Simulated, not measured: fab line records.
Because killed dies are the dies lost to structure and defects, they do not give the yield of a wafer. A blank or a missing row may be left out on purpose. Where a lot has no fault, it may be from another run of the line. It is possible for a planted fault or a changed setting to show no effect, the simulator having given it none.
Split-lot trial -- flow sfq_line -- 23 wafers read across 5 lots, on a route 325 steps long

== THE SPLIT ITSELF ==
At SFQ_TRILAYER_I5_LITHO_PEB_147 (peb time 60 s), the setting peb_temp_c was moved away from the recipe's 115 C on 8 of the 23 wafers read, by -3.2% to +2.0%. This setting was run at the recipe's value on the other wafers.

== FROM THE SPLIT TO THE READING: what the file shows between them, 1 step ==
- SFQ_TRILAYER_I5_LITHO_DEVELOP_146: time 60 s

== THE READING ==
I5.cd_nm (the simulator's own value, which no gauge read), in nm, at SFQ_TRILAYER_I5_BARC_OPEN_VIA_ETCH_200 (etches BARC in O2, target depth 125 nm, time 41.7 s). There is no usual value for it anywhere in the file. Average 700.2 nm, standard deviation 1.1 nm, over the 15 wafers here run with the recipe.

wafer,"tool, chamber at the split","peb_temp_c as run, C",against the recipe,"I5.cd_nm, nm",against lot-mates on the recipe
L078.1,"litho_track-04, 0",115,recipe,702.1,-
L078.2,"litho_track-04, 0",117.3,+2.0%,737,+34.8
L078.3,"litho_track-04, 0",117.3,+2.0%,739.7,+37.5
L078.5,"litho_track-04, 0",115,recipe,702.3,-
L078.6,"litho_track-04, 0",117.3,+2.0%,740.6,+38.4
L080.3,"litho_track-02, 0",115,recipe,700.3,-
L080.4,"litho_track-02, 0",115,recipe,701.1,-
L080.5,"litho_track-02, 0",115,recipe,700,-
L082.1,"litho_track-01, 0",112.6,-2.1%,650.3,-49.0
L082.2,"litho_track-01, 0",115,recipe,698.8,-
L082.3,"litho_track-01, 0",115,recipe,699.6,-
L082.5,"litho_track-01, 0",115,recipe,699.5,-
L082.6,"litho_track-01, 0",112.6,-2.1%,649.7,-49.6
L083.1,"litho_track-02, 0",115,recipe,698.8,-
L083.3,"litho_track-02, 0",115,recipe,701,-
L083.4,"litho_track-02, 0",115,recipe,698.4,-
L083.5,"litho_track-02, 0",115,recipe,699.2,-
L083.6,"litho_track-02, 0",115,recipe,700.5,-
L084.1,"litho_track-02, 0",115,recipe,700,-
L084.2,"litho_track-02, 0",111.3,-3.2%,623.4,-77.1
L084.3,"litho_track-02, 0",111.3,-3.2%,622.6,-77.9
L084.4,"litho_track-02, 0",111.3,-3.2%,619.5,-81.0
L084.6,"litho_track-02, 0",115,recipe,700.9,-

FIT RESULTS
A straight line over all 23 wafers: I5.cd_nm changes by +22.9 nm for each +1% of peb_temp_c; r = +1.00; the points scatter about the line by 3 nm.
The same after taking each lot's own level away (the mean of its wafers on the recipe; 23 wafers): +22.6 nm for each +1%; r = +1.00; scatter 3.4 nm.
The reading moves by 73 nm for the largest change in peb_temp_c, on that fit.
Across the lots, their own levels run from 699.30 to 702.20 nm, a range of 2.6 times the standard deviation given above.
The two slopes are in agreement: the lot-to-lot level therefore moves the slope only a little.
Check: for one of the wafers moved furthest among these (-3.2%), held out of the fit, the line's prediction against its lot-mates is -74.1 nm. It came out at -77.1 nm against them.

== THESE WAFERS: OTHER SPLITS ==
Other splits were also applied to these wafers ahead of the reading. Each is held against what the fit with the lots' levels taken away leaves over:
other split on the same wafers,wafers away from the commonest value,r with I5.cd_nm (lot level and that fit taken away)
SFQ_TRILAYER_I4_DEP_PECVD_099 time_s,5,-0.07
SFQ_TRILAYER_JJ_TRILAYER_DEP_SPUTTER_112 power_w,8,-0.25
SFQ_TRILAYER_JJ_CE_LITHO_PEB_117 peb_time_s,7,-0.12
SFQ_TRILAYER_JJ_CE_BARC_OPEN_RIE_150 bias_w,10,-0.27
SFQ_TRILAYER_M5_LITHO_COAT_123 spin_rpm,8,-0.06
SFQ_TRILAYER_M5_BARC_OPEN_METAL_ETCH_161 bias_w,8,+0.12
SFQ_TRILAYER_R5_DEP_SPUTTER_133 time_s,10,-0.26
SFQ_TRILAYER_R5_LITHO_COAT_136 resist_thk_nm,5,+0.06

== THE FILE'S OWN FIT ==
I5.cd_nm changes by +23 nm for each +1% of peb_temp_c, r = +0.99.
